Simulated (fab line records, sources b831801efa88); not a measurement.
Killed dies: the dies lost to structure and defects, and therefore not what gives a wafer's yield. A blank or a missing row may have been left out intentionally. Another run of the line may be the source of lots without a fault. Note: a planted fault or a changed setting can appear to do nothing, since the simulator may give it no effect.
2 desks, one fault + flow gf180mcu + what lay behind the numbers comes last; until then each desk has only its own

DESK OF THE TOOL OWNER: cmp-02
The tool's own readings at GF_V1_CMP_26 (polishes, stops on SiO2, t overpolish 15 s, target thk 0 nm): means of the sampled wafers that have a number, for each lot that ran on this tool. If a lot's mean is further than 4 standard deviations from the usual mean, the lot is out of limits and carries the mark OUT (the distance appears in the brackets).
Columns: A = motor-current-A at GF_V1_CMP_26, usual 10.3 A; B = overpolish-run-s at GF_V1_CMP_26, usual 15.001 s; C = retaining-ring-pressure-frac at GF_V1_CMP_26, usual 0.999; D = time-to-endpoint-s at GF_V1_CMP_26, usual 85.5 s
| lot  | first seen here | A    | B                        | C     | D    |
|------|-----------------|------|--------------------------|-------|------|
| L829 | day 18 03:50    | 10.7 | 14.996                   | 0.998 | 88.8 |
| L830 | day 18 14:07    | 9.3  | 14.999                   | 1.001 | 88.9 |
| L831 | day 19 02:01    | 10.1 | 15.003                   | 0.998 | 85.8 |
| L836 | day 21 00:13    | 9.4  | 15.005                   | 1.000 | 86.6 |
| L841 | day 23 07:17    | 10.9 | 16.923 (+99 or more) OUT | 0.999 | 85.5 |
| L840 | day 23 08:34    | 10.9 | 16.929 (+99 or more) OUT | 1.003 | 84.2 |
This desk's verdict: out of limits on L840, L841, starting with L841 at day 23 07:17 (overpolish-run-s at GF_V1_CMP_26). Within limits: L829, L830, L831, L836.

AT THE METROLOGY DESK
Lot by lot, what the gauges showed, no matter which tool ran the lot: averages of those sampled wafers that carry a number. If a lot's mean is further than 4 standard deviations from the usual mean, the lot is out of limits and carries the mark OUT (the distance appears in the brackets).
Columns: A = M1_ALCU_THK at GF_M1_THK_MEAS_06, usual 443 nm
| lot  | first seen here | A   |
|------|-----------------|-----|
| L829 | day 16 03:25    | 439 |
| L830 | day 16 12:37    | 447 |
| L831 | day 16 23:21    | 442 |
| L836 | day 18 21:34    | 438 |
| L841 | day 21 06:03    | 438 |
| L840 | day 21 07:13    | 446 |
| L843 | day 22 01:01    | 449 |
| L845 | day 22 13:35    | 440 |
| L844 | day 22 15:13    | 431 |
| L848 | day 23 03:04    | 451 |
| L847 | day 23 10:13    | 443 |
| L850 | day 23 23:38    | 439 |
Finding of this desk: none of the 12 lots has anything out of limits.

BROUGHT TOGETHER
The tool owner's desk had the chance to raise an alarm at day 23 07:17 on L840, L841.
The metrology desk saw nothing out of limits.
The metrology desk has L840, L841 on record, within its limits.
All the named lots went through GF_V1_CMP_26 on cmp-02.

WHAT THE SIMULATOR PUT IN
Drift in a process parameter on cmp-02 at GF_V1_CMP_26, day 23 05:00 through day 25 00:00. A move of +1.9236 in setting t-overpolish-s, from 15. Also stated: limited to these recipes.
Struck lots among those shown: L840, L841.
How many hours passed from the start of the fault until each desk's first out-of-limits reading: the tool owner's desk, 2.
